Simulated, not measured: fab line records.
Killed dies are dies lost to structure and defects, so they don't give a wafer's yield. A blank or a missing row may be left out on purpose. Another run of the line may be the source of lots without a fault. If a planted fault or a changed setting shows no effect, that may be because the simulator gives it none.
fab line records | flow sfq_line
record: lots: 14 | wafers: 42 | last_day: 91
route steps=325 shown L0@14 M1@68 I1@73
lots that met no fault: taken from a fault-free run of the same line
start_h: hours from the record's opening day to when the first of the lot's shown wafers began | wait_h: hours elapsed since this lot's preceding step | " repeats the value in the row above | L1.1+2: a row that stands for several wafers | - either no value or no given start | * or withheld: withheld | < > ~ a bound
route shown NAME@n: NAME is a module with steps in the file, n the number in the route of the first one | usual: the fault-free wafers' mean and standard deviation | same: alike in all rows | chamber/n: place in a boat | sites: per-site readings | _std_site: standard deviation of those values | _edge_site: mean of outer sites minus mean of inner sites | radius_mm: how far each site lies from the wafer's centre | mask NAME#n: copy n | behind: the last tool/chamber to shape the wafer | hold: why the lot was held/for how many hours/how that ended | device: transistor that didn't switch, given as n, p or np | end of line: at the end of the route, the tests of the same wafers | where a step has no rows: the recipe by itself | killed: dies that structure and defects cost at the first sort, which is not the same as the wafer's yield | map: the dies of a wafer, with x for killed, . for not killed, _ for no die there
set.NAME: the setting the step ran with; set.NAME@STEP: the setting that earlier step ran with | model.NAME: the simulator's own value behind a step, which no gauge read
a sample of lots followed through the steps of the route, with each step as a table and each wafer as a row
services: when a tool's chamber went out of use (start_h, in hours from the record's first day, below 0 if earlier), for how many hours, and the reason
== steps ==
step: SFQ_TRILAYER_L0_STRIP_STRIP_009
recipe: gas: O2 | power_w: 200 | platen_temp_c: 40 | overash_fraction: 0.65 | chemistry: O2 | pressure_mtorr: 50
usual: drypump_motor_current_A: 5.7/0.43 | oes_product_au: 1.001/0.0075 | platen_temp_c: 40.00/0.11
lot.wafer | tool         | chamber | start_h | wait_h | drypump_motor_current_A | oes_product_au | platen_temp_c | rf_hours_counter_h
L192.3    | rie_metal-04 | 1       | 76.08   | 0.2    | 5.8                     | 0.997          | 39.91         | -
L192.4    | "            | 0       | "       | "      | 5.1                     | 1.009          | 39.65         | -
L192.6    | "            | 1       | "       | "      | 5.8                     | 0.996          | 39.99         | -
L193.2    | rie_metal-02 | 0       | 77.08   | 0.0    | 6.3                     | 1.003          | 40.02         | 108
L193.3    | "            | 1       | "       | "      | 5.4                     | 1.009          | 39.96         | -
L193.5    | "            | 0       | "       | "      | 6.2                     | 0.995          | 40.02         | -
L196.1    | rie_metal-04 | 1       | 81.88   | 0.0    | 5.8                     | 0.990          | 40.21         | 165
L196.2    | "            | 0       | "       | "      | 5.1                     | 0.996          | 39.97         | 59
L196.4    | "            | 1       | "       | "      | 5.8                     | 0.996          | 40.00         | -
L197.1    | rie_metal-03 | 0       | 83.08   | 0.0    | 6.1                     | 1.001          | 39.92         | 27
L197.3    | "            | 1       | "       | "      | 6.0                     | 1.009          | 39.99         | -
L197.4    | "            | 0       | "       | "      | 6.1                     | 1.002          | 40.17         | -
L198.2    | rie_metal-04 | 0       | 84.28   | 0.0    | 5.1                     | 0.999          | 39.86         | 59
L198.4    | "            | 1       | "       | "      | 5.9                     | 1.005          | 39.77         | -
L198.5    | "            | 0       | "       | "      | 5.1                     | 1.006          | 39.83         | -
L206.1    | rie_metal-04 | 0       | 167.20  | 0.0    | 5.1                     | 1.006          | 40.08         | 70
L206.3    | "            | 0       | "       | "      | 5.1                     | 1.006          | 39.88         | -
L206.4    | "            | 1       | "       | "      | 5.8                     | 0.993          | 39.93         | -
L208.1    | rie_metal-04 | 0       | 181.60  | 0.0    | 5.1                     | 1.010          | 39.90         | 71
L208.2    | "            | 1       | "       | "      | 5.9                     | 1.001          | 40.08         | 177
L208.6    | "            | 0       | "       | "      | 5.1                     | 1.010          | 39.98         | -
L209.3    | rie_metal-03 | 1       | 185.07  | 0.2    | 6.0                     | 0.997          | 39.97         | -
L209.4    | "            | 0       | "       | "      | 6.1                     | 1.007          | 39.88         | -
L209.6    | "            | 1       | "       | "      | 6.0                     | 0.992          | 39.97         | -
L210.2    | rie_metal-04 | 0       | 190.67  | 0.0    | 5.1                     | 1.007          | 40.17         | 72
L210.4    | "            | 0       | "       | "      | 5.1                     | 0.997          | 40.11         | -
L210.5    | "            | 0       | "       | "      | 5.1                     | 0.998          | 40.04         | -
L211.1    | rie_metal-04 | 1       | 195.90  | 0.0    | 5.9                     | 0.995          | 39.95         | 179
L211.4    | "            | 1       | "       | "      | 5.9                     | 0.993          | 39.93         | -
L211.5    | "            | 1       | "       | "      | 5.8                     | 1.001          | 39.95         | -
L212.1    | rie_metal-03 | 1       | 201.90  | 0.0    | 6.0                     | 1.005          | 39.99         | 185
L212.5    | "            | 0       | "       | "      | 6.1                     | 1.016          | 39.95         | -
L212.6    | "            | 1       | "       | "      | 6.0                     | 0.993          | 39.93         | -
L213.1    | rie_metal-02 | 0       | 206.70  | 0.0    | 6.3                     | 0.988          | 40.11         | 126
L213.2    | "            | 1       | "       | "      | 5.4                     | 1.004          | 40.10         | 130
L213.6    | "            | 1       | "       | "      | 5.4                     | 1.005          | 40.16         | -
L214.1    | rie_metal-03 | 1       | 213.92  | 0.0    | 6.0                     | 1.021          | 39.95         | 187
L214.2    | "            | 0       | "       | "      | 6.1                     | 1.027          | 39.83         | 45
L214.3    | "            | 1       | "       | "      | 6.0                     | 1.011          | 39.90         | -
L215.1    | rie_metal-02 | 1       | 219.90  | 0.0    | 5.4                     | 0.994          | 39.95         | 132
L215.3    | "            | 1       | "       | "      | 5.4                     | 0.992          | 39.97         | -
L215.5    | "            | 1       | "       | "      | 5.4                     | 0.994          | 40.02         | -
step: SFQ_M1_OVL_MEAS_911
usual: M1_OVL: -2/5.9
lot.wafer | tool       | chamber | start_h | wait_h | M1_OVL[nm]
L192.3    | overlay-02 | -       | 545.52  | 0.1    | -7
L192.4    | "          | -       | "       | "      | -4
L192.6    | "          | -       | "       | "      | 5
L193.2    | overlay-02 | -       | 553.92  | 0.1    | -5
L193.3    | "          | -       | "       | "      | 8
L193.5    | "          | -       | "       | "      | 7
L196.1    | overlay-02 | -       | 563.51  | 0.1    | -12
L196.2    | "          | -       | "       | "      | -13
L196.4    | "          | -       | "       | "      | -16
L197.1    | overlay-02 | -       | 565.91  | 0.1    | 2
L197.3    | "          | -       | "       | "      | 3
L197.4    | "          | -       | "       | "      | -2
L198.2    | overlay-01 | -       | 568.32  | 0.1    | -7
L198.4    | "          | -       | "       | "      | 3
L198.5    | "          | -       | "       | "      | -4
L206.1    | overlay-01 | -       | 731.27  | 0.1    | 7
L206.3    | "          | -       | "       | "      | 2
L206.4    | "          | -       | "       | "      | 4
L208.1    | overlay-01 | -       | 745.67  | 0.1    | 2
L208.2    | "          | -       | "       | "      | 3
L208.6    | "          | -       | "       | "      | 1
L209.3    | overlay-01 | -       | 752.89  | 0.1    | -6
L209.4    | "          | -       | "       | "      | -3
L209.6    | "          | -       | "       | "      | 3
L210.2    | overlay-01 | -       | 768.16  | 0.1    | -5
L210.4    | "          | -       | "       | "      | -8
L210.5    | "          | -       | "       | "      | -13
L211.1    | overlay-01 | -       | 771.75  | 0.1    | -9
L211.4    | "          | -       | "       | "      | 0
L211.5    | "          | -       | "       | "      | -7
L212.1    | overlay-01 | -       | 775.35  | 0.1    | -10
L212.5    | "          | -       | "       | "      | -16
L212.6    | "          | -       | "       | "      | -9
L213.1    | overlay-01 | -       | 778.95  | 0.1    | 2
L213.2    | "          | -       | "       | "      | 0
L213.6    | "          | -       | "       | "      | 1
L214.1    | overlay-01 | -       | 786.15  | 0.1    | -2
L214.2    | "          | -       | "       | "      | -5
L214.3    | "          | -       | "       | "      | -3
L215.1    | overlay-01 | -       | 789.75  | 0.1    | -2
L215.3    | "          | -       | "       | "      | -1
L215.5    | "          | -       | "       | "      | -5
step: SFQ_TRILAYER_I1_DEP_PECVD_045
recipe: material: SiO2 | temp_c: 150 | time_s: 111.11 | pressure_torr: 2.4 | rf_w: 183.3 | precursor: SiH4/N2O | target_thk_nm: 500
usual: heater_power_w: 78/13 | showerhead_vpp_V: 828/46 | throttle_valve_pct: 24.9/1.6
lot.wafer | tool     | chamber | start_h | wait_h | heater_power_w | showerhead_vpp_V | throttle_valve_pct
L192.3    | pecvd-03 | 1       | 546.93  | 0.0    | 76             | 852              | 27.3
L192.4    | "        | 2       | "       | "      | 82             | 753              | 24.9
L192.6    | "        | 0       | "       | "      | 68             | 779              | 28.1
L193.2    | pecvd-03 | 0       | 554.91  | 0.0    | 80             | 778              | 28.2
L193.3    | "        | 1       | "       | "      | 70             | 873              | 27.1
L193.5    | "        | 2       | "       | "      | 77             | 741              | 25.0
L196.1    | pecvd-03 | 0       | 564.52  | 0.0    | 76             | 784              | 27.7
L196.2    | "        | 1       | "       | "      | 76             | 865              | 27.2
L196.4    | "        | 0       | "       | "      | 80             | 788              | 27.9
L197.1    | pecvd-03 | 2       | 566.91  | 0.0    | 79             | 723              | 25.4
L197.3    | "        | 0       | "       | "      | 68             | 787              | 28.1
L197.4    | "        | 1       | "       | "      | 77             | 848              | 27.1
L198.2    | pecvd-01 | 0       | 569.31  | 0.0    | 103            | 817              | 23.2
L198.4    | "        | 0       | "       | "      | 110            | 827              | 23.4
L198.5    | "        | 2       | "       | "      | 68             | 811              | 24.0
L206.1    | pecvd-03 | 0       | 732.27  | 0.0    | 74             | 770              | 27.9
L206.3    | "        | 2       | "       | "      | 71             | 734              | 25.2
L206.4    | "        | 1       | "       | "      | 74             | 845              | 27.1
L208.1    | pecvd-02 | 0       | 746.67  | 0.0    | 69             | 895              | 23.5
L208.2    | "        | 2       | "       | "      | 70             | 816              | 23.8
L208.6    | "        | 1       | "       | "      | 53             | 888              | 22.8
L209.3    | pecvd-01 | 2       | 753.87  | 0.0    | 76             | 829              | 24.3
L209.4    | "        | 1       | "       | "      | 85             | 859              | 25.4
L209.6    | "        | 0       | "       | "      | 92             | 806              | 23.8
L210.2    | pecvd-02 | 0       | 769.15  | 0.0    | 76             | 893              | 23.8
L210.4    | "        | 2       | "       | "      | 79             | 801              | 24.1
L210.5    | "        | 1       | "       | "      | 59             | 873              | 23.1
L211.1    | pecvd-03 | 0       | 772.75  | 0.0    | 78             | 781              | 27.9
L211.4    | "        | 2       | "       | "      | 82             | 743              | 25.1
L211.5    | "        | 1       | "       | "      | 82             | 869              | 27.1
L212.1    | pecvd-03 | 1       | 776.36  | 0.0    | 77             | 870              | 27.2
L212.5    | "        | 1       | "       | "      | 82             | 854              | 27.1
L212.6    | "        | 0       | "       | "      | 76             | 786              | 28.2
L213.1    | pecvd-01 | 1       | 779.96  | 0.0    | 85             | 851              | 25.5
L213.2    | "        | 2       | "       | "      | 72             | 819              | 24.8
L213.6    | "        | 0       | "       | "      | 111            | 810              | 23.4
L214.1    | pecvd-01 | 0       | 787.15  | 0.0    | 99             | 836              | 23.6
L214.2    | "        | 1       | "       | "      | 79             | 852              | 25.5
L214.3    | "        | 2       | "       | "      | 77             | 818              | 24.7
L215.1    | pecvd-02 | 1       | 790.75  | 0.0    | 56             | 893              | 23.3
L215.3    | "        | 2       | "       | "      | 83             | 815              | 23.6
L215.5    | "        | 1       | "       | "      | 59             | 879              | 23.3
step: SFQ_TRILAYER_I1_VIA_LITHO_PEB_052
recipe: peb_temp_c: 115 | peb_time_s: 60 | resist: KrF
usual: chill_plate_temp_C: 22.97/0.11 | exhaust_pa: 44.9/0.87 | peb_time_s: 60/0
lot.wafer | tool           | chamber | start_h | wait_h | chill_plate_temp_C | exhaust_pa | peb_time_s
L192.3    | litho_track-03 | 0       | 555.02  | 0.7    | 23.11              | 46.2       | 60
L192.4    | "              | 0       | "       | "      | 22.96              | 44.8       | 60
L192.6    | "              | 0       | "       | "      | 23.16              | 44.5       | 60
L193.2    | litho_track-04 | 0       | 561.28  | 0.8    | 22.87              | 43.8       | 60
L193.3    | "              | 0       | "       | "      | 23.06              | 43.6       | 60
L193.5    | "              | 0       | "       | "      | 23.08              | 44.4       | 60
L196.1    | litho_track-01 | 0       | 572.05  | 1.0    | 22.79              | 43.5       | 60
L196.2    | "              | 0       | "       | "      | 22.93              | 44.4       | 60
L196.4    | "              | 0       | "       | "      | 23.00              | 44.2       | 60
L197.1    | litho_track-03 | -       | 575.05  | 1.0    | -                  | -          | -
L197.3    | "              | -       | "       | "      | -                  | -          | -
L197.4    | "              | -       | "       | "      | -                  | -          | -
L198.2    | litho_track-04 | -       | 577.48  | 0.8    | -                  | -          | -
L198.4    | "              | -       | "       | "      | -                  | -          | -
L198.5    | "              | -       | "       | "      | -                  | -          | -
L206.1    | litho_track-04 | 0       | 891.26  | 1.0    | 22.87              | 44.5       | 60
L206.3    | "              | 0       | "       | "      | 22.90              | 44.2       | 60
L206.4    | "              | 0       | "       | "      | 23.06              | 43.1       | 60
L208.1    | litho_track-01 | 0       | 906.86  | 1.0    | 23.05              | 44.8       | 60
L208.2    | "              | 0       | "       | "      | 23.14              | 44.8       | 60
L208.6    | "              | 0       | "       | "      | 23.06              | 45.8       | 60
L209.3    | litho_track-04 | 0       | 914.11  | 0.7    | 22.85              | 45.1       | 60
L209.4    | "              | 0       | "       | "      | 22.73              | 44.8       | 60
L209.6    | "              | 0       | "       | "      | 22.93              | 43.6       | 60
L210.2    | litho_track-03 | 0       | 927.29  | 0.8    | 22.98              | 45.7       | 60
L210.4    | "              | 0       | "       | "      | 22.89              | 46.2       | 60
L210.5    | "              | 0       | "       | "      | 22.97              | 44.5       | 60
L211.1    | litho_track-01 | 0       | 929.66  | 1.0    | 23.00              | 45.3       | 60
L211.4    | "              | 0       | "       | "      | 23.16              | 43.3       | 60
L211.5    | "              | 0       | "       | "      | 22.93              | 44.8       | 60
L212.1    | litho_track-04 | 0       | 936.92  | 1.0    | 23.13              | 46.7       | 60
L212.5    | "              | 0       | "       | "      | 23.08              | 46.6       | 60
L212.6    | "              | 0       | "       | "      | 23.06              | 44.5       | 60
L213.1    | litho_track-01 | 0       | 940.52  | 1.0    | 23.10              | 44.6       | 60
L213.2    | "              | 0       | "       | "      | 22.95              | 44.7       | 60
L213.6    | "              | 0       | "       | "      | 23.13              | 45.8       | 60
L214.1    | litho_track-03 | 0       | 948.85  | 1.0    | 23.03              | 47.3       | 60
L214.2    | "              | 0       | "       | "      | 23.08              | 45.3       | 60
L214.3    | "              | 0       | "       | "      | 22.83              | 45.8       | 60
L215.1    | litho_track-03 | 0       | 950.05  | 1.0    | 23.08              | 45.8       | 60
L215.3    | "              | 0       | "       | "      | 23.02              | 45.6       | 60
L215.5    | "              | 0       | "       | "      | 23.02              | 44.5       | 60
== services ==
tool         | chamber | start_h | hours | kind
rie_metal-03 | -       | 53.79   | 14.6  | pm
pecvd-01     | -       | 130.65  | 1.5   | repair
pecvd-03     | -       | 137.10  | 5.5   | pm
pecvd-01     | -       | 159.95  | 5.5   | pm
rie_metal-03 | -       | 169.01  | 2.8   | pm
pecvd-01     | -       | 194.25  | 14.0  | pm
pecvd-01     | -       | 204.49  | 2.6   | repair
pecvd-03     | -       | 225.80  | 0.9   | repair
pecvd-01     | 1       | 232.35  | 8.2   | repair
rie_metal-04 | 1       | 239.92  | 8.4   | repair
rie_metal-04 | -       | 253.39  | 2.8   | pm
pecvd-03     | 2       | 279.66  | 10.2  | repair
pecvd-03     | 0       | 290.29  | 7.5   | repair
rie_metal-03 | -       | 330.30  | 10.0  | pm
pecvd-03     | -       | 413.05  | 3.3   | repair
pecvd-01     | -       | 416.20  | 6.0   | pm
rie_metal-04 | -       | 448.85  | 15.6  | pm
pecvd-03     | -       | 452.64  | 14.6  | pm
pecvd-03     | 1       | 471.88  | 6.7   | repair
rie_metal-04 | 0       | 679.11  | 6.2   | repair
rie_metal-04 | 1       | 703.01  | 1.0   | repair
pecvd-03     | 2       | 885.49  | 39.9  | repair
pecvd-03     | -       | 930.22  | 2.8   | pm
pecvd-03     | -       | 933.25  | 14.0  | pm
== key ==
first_sign: step: SFQ_TRILAYER_I1_VIA_LITHO_PEB_052 | reading: tool_record | direction: missing
effect none on later readings
met_at SFQ_TRILAYER_I1_VIA_LITHO_PEB_052
struck_lots L197,L198
not_acting_at SFQ_TRILAYER_L0_STRIP_STRIP_009,SFQ_M1_OVL_MEAS_911,SFQ_TRILAYER_I1_DEP_PECVD_045
onset_between 561.28 575.05
fault: kind: skipped_step_whole | tool: litho_track-03,litho_track-04 | chamber: - | onset_h: 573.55 | steps: SFQ_TRILAYER_I1_VIA_LITHO_PEB_052 | scope: struck_lots_only
